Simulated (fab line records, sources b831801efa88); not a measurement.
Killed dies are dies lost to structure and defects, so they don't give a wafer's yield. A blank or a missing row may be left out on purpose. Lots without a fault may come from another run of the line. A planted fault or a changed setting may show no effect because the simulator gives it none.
Chamber matching | flow sky130 | SKY_LI_CONTACT_CMP_02 on cmp-01: 4 sister chambers
The step polishes PSG. 14 wafers are shown with their chamber, then 7 later ones without.

WAFERS WITH THEIR CHAMBER
wafer  | chamber | motor_current_A (A) | time_to_endpoint_s (s) | retaining_ring_pressure_frac
L836.2 | 1       | 12.4                | 30.8                   | 0.999
L836.3 | 0       | 11.6                | 33.5                   | 1.001
L836.6 | 2       | 13.7                | 31.8                   | 1.002
L838.2 | 1       | 12.5                | 31.8                   | 0.997
L838.3 | 2       | 14.3                | 31.3                   | 0.996
L838.4 | 3       | 12.4                | 32.5                   | 0.997
L840.3 | 0       | 11.5                | 33.8                   | 1.008
L840.4 | 3       | 12.0                | 34.9                   | 1.001
L840.5 | 0       | 11.6                | 35.6                   | 1.001
L845.2 | 1       | 12.7                | 29.5                   | 1.004
L845.4 | 3       | 12.7                | 31.2                   | 1.002
L845.6 | 2       | 13.7                | 28.8                   | 1.002
L849.1 | 1       | 12.6                | 30.9                   | 0.996
L849.4 | 0       | 11.7                | 35.3                   | 0.999

SIGNATURES (means of the wafers above)
reading                      | chamber 0 | chamber 1 | chamber 2 | chamber 3 | scatter within a chamber
motor_current_A              | 11.600    | 12.550    | 13.900    | 12.367    | 0.236
time_to_endpoint_s           | 34.550    | 30.750    | 30.633    | 32.867    | 1.35
retaining_ring_pressure_frac | 1.00225   | 0.99900   | 1.00000   | 1.00000   | 0.0035
Rule: a wafer's distance from a chamber is the root of the sum, over the readings, of the square of ((its reading less the chamber's mean) divided by the reading's scatter). The wafer belongs to the nearest chamber; if the next one is less than 2 further off, it can't be placed. The scatter: the root of (the sum of the squares of (reading less its chamber's mean) over the shown wafers, divided by (wafers less chambers)).

WAFERS WITHOUT THEIR CHAMBER
wafer  | motor_current_A (A) | time_to_endpoint_s (s) | retaining_ring_pressure_frac
L849.5 | 11.9                | 33.7                   | 1.009
L855.1 | 12.1                | 31.4                   | 0.999
L855.3 | 12.4                | 32.2                   | 0.999
L855.4 | 11.8                | 33.3                   | 0.995
L856.1 | 11.6                | 32.1                   | 1.011
L856.2 | 13.7                | 31.0                   | 1.004
L856.5 | 12.3                | 34.5                   | 1.002

WHICH CHAMBER EACH WENT THROUGH
wafer  | from the rows above          | in truth
L849.5 | can't be placed: 0 or 3      | 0
L855.1 | can't be placed: 3 or 1 or 0 | 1
L855.3 | can't be placed: 3 or 1      | 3
L855.4 | can't be placed: 0 or 3 or 1 | 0
L856.1 | can't be placed: 0 or 3      | 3
L856.2 | 2                            | 2
L856.5 | can't be placed: 3 or 0 or 1 | 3
Placed correctly: 1 of 7. Can't be placed from these rows: 6 (the true chamber is among the candidates in 6). Placed wrongly: 0.
